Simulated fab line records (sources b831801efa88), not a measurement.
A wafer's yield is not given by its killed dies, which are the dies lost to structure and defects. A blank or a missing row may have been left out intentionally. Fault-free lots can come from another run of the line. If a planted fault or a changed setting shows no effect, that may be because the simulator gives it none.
What tool caused it? / flow sky130 / 42 wafers from 14 lots sampled at 3 of the route's 708 steps

WHAT THE GAUGES SHOWED, per wafer
SKY_LOCAL_INTERCONNECT_CD_MEAS_11 targets a cd of 170 nm.
lot=L311; measured=day 30 11:03; on=cd_sem-01; cd_nm (nm)=170.2 169.2 169.3
lot=L312; measured=day 30 18:56; on=cd_sem-01; cd_nm (nm)=169.7 169.1 169.8
lot=L313; measured=day 31 05:41; on=cd_sem-01; cd_nm (nm)=171.3 170.6 170.2
lot=L315; measured=day 31 20:52; on=cd_sem-02; cd_nm (nm)=170.3 169.6 168.8
lot=L317; measured=day 32 14:46; on=cd_sem-02; cd_nm (nm)=170.5 170.9 171.2
lot=L319; measured=day 32 23:37; on=cd_sem-02; cd_nm (nm)=171.0 170.6 173.1
lot=L320; measured=day 33 05:58; on=cd_sem-02; cd_nm (nm)=169.2 168.5 168.1
lot=L323; measured=day 34 09:28; on=cd_sem-02; cd_nm (nm)=170.3 171.6 170.9
lot=L324; measured=day 34 13:54; on=cd_sem-01; cd_nm (nm)=171.8 170.4 171.0
lot=L325; measured=day 35 00:09; on=cd_sem-02; cd_nm (nm)=170.8 170.7 170.3
lot=L329; measured=day 36 05:13; on=cd_sem-02; cd_nm (nm)=171.2 170.7 169.4
lot=L330; measured=day 36 13:03; on=cd_sem-01; cd_nm (nm)=171.6 172.2 172.1
lot=L332; measured=day 37 04:26; on=cd_sem-02; cd_nm (nm)=170.0 170.9 170.1
lot=L333; measured=day 37 06:56; on=cd_sem-01; cd_nm (nm)=170.3 170.5 171.7

SKY_CONTACT_THK_MEAS_01.
lot=L311; measured=day 30 11:58; on=film_metro-04; CONTACT_CVD_00_THK (nm)=75.4 74.4 76.6
lot=L312; measured=day 30 19:49; on=film_metro-03; CONTACT_CVD_00_THK (nm)=73.1 75.0 73.8
lot=L313; measured=day 31 06:34; on=film_metro-02; CONTACT_CVD_00_THK (nm)=75.0 74.8 76.0
lot=L315; measured=day 31 21:44; on=film_metro-02; CONTACT_CVD_00_THK (nm)=74.3 75.5 75.5
lot=L317; measured=day 32 15:41; on=film_metro-03; CONTACT_CVD_00_THK (nm)=74.2 74.3 74.6
lot=L319; measured=day 33 00:29; on=film_metro-02; CONTACT_CVD_00_THK (nm)=75.8 74.5 75.7
lot=L320; measured=day 33 06:50; on=film_metro-03; CONTACT_CVD_00_THK (nm)=74.6 73.6 75.6
lot=L323; measured=day 34 10:24; on=film_metro-04; CONTACT_CVD_00_THK (nm)=75.0 74.7 74.1
lot=L324; measured=day 34 14:50; on=film_metro-04; CONTACT_CVD_00_THK (nm)=74.3 75.6 75.8
lot=L325; measured=day 35 01:02; on=film_metro-04; CONTACT_CVD_00_THK (nm)=74.0 73.2 74.8
lot=L329; measured=day 36 06:10; on=film_metro-04; CONTACT_CVD_00_THK (nm)=75.0 75.4 76.4
lot=L330; measured=day 36 13:56; on=film_metro-02; CONTACT_CVD_00_THK (nm)=74.3 76.4 76.3
lot=L332; measured=day 37 05:22; on=film_metro-02; CONTACT_CVD_00_THK (nm)=75.1 76.5 76.2
lot=L333; measured=day 37 07:50; on=film_metro-04; CONTACT_CVD_00_THK (nm)=73.8 74.1 75.0

WHAT TOOL EACH LOT RAN ON (gives the tool, then ch and the chambers of the sampled wafers, and finally the start)
lot=L311; SKY_CONTACT_CVD_00=pecvd-04 ch 1,2, day 30 11:55
lot=L312; SKY_CONTACT_CVD_00=pecvd-01 ch 0,1,2, day 30 19:45
lot=L313; SKY_CONTACT_CVD_00=pecvd-02 ch 0,1,2, day 31 06:32
lot=L315; SKY_CONTACT_CVD_00=pecvd-01 ch 0,1,2, day 31 21:41
lot=L317; SKY_CONTACT_CVD_00=pecvd-02 ch 0,1,2, day 32 15:39
lot=L319; SKY_CONTACT_CVD_00=pecvd-04 ch 0,2, day 33 00:27
lot=L320; SKY_CONTACT_CVD_00=pecvd-02 ch 0,1, day 33 06:48
lot=L323; SKY_CONTACT_CVD_00=pecvd-02 ch 1,2, day 34 10:20
lot=L324; SKY_CONTACT_CVD_00=pecvd-04 ch 0,2, day 34 14:48
lot=L325; SKY_CONTACT_CVD_00=pecvd-01 ch 0,2, day 35 01:00
lot=L329; SKY_CONTACT_CVD_00=pecvd-01 ch 0,2, day 36 06:06
lot=L330; SKY_CONTACT_CVD_00=pecvd-04 ch 0,1, day 36 13:55
lot=L332; SKY_CONTACT_CVD_00=pecvd-02 ch 0,1, day 37 05:20
lot=L333; SKY_CONTACT_CVD_00=pecvd-01 ch 0,2, day 37 07:48
- SKY_CONTACT_CVD_00: deposits Si3N4, target thk 75 nm.

AS READ BY THE TOOLS THEMSELVES (means over the sampled wafers that have a number; for cases with no such wafer, the mark the record gives instead)
SKY_CONTACT_CVD_00.
lot=L311; tool=pecvd-04; heater_power_w (W)=775
lot=L312; tool=pecvd-01; heater_power_w (W)=764
lot=L313; tool=pecvd-02; heater_power_w (W)=800
lot=L315; tool=pecvd-01; heater_power_w (W)=788
lot=L317; tool=pecvd-02; heater_power_w (W)=726
lot=L319; tool=pecvd-04; heater_power_w (W)=809
lot=L320; tool=pecvd-02; heater_power_w (W)=746
lot=L323; tool=pecvd-02; heater_power_w (W)=829
lot=L324; tool=pecvd-04; heater_power_w (W)=761
lot=L325; tool=pecvd-01; heater_power_w (W)=785
lot=L329; tool=pecvd-01; heater_power_w (W)=714
lot=L330; tool=pecvd-04; heater_power_w (W)=861
lot=L332; tool=pecvd-02; heater_power_w (W)=727
lot=L333; tool=pecvd-01; heater_power_w (W)=704

THE ANSWER, worked out from the rows above alone
Rule: what is usual is taken from the lots themselves. The widest of any qualifying gaps counts: lots, ordered by their means at a reading, are off when they make up no more than a third of the lots, leave a main group of 4 or more, and stand apart from it by 3 or more times the standard deviation of that group's means. The tables above print the reading to a certain number of digits; a main group whose means all agree to those digits is not used. Also off: a lot with no number at a reading for which 4 or more lots have one. The other lots that the step has rows for count as sound. After the gauges, taken in route order, come the tools' own readings; for these a lot's mean is taken, as printed above. At the first step where some lot is off, the reading lying furthest off is the one used; lots without a number count as furthest.
Across all readings shown, no lot is off: no conclusion can be drawn from this.

WHAT HAD BEEN PUT IN BY THE SIMULATOR
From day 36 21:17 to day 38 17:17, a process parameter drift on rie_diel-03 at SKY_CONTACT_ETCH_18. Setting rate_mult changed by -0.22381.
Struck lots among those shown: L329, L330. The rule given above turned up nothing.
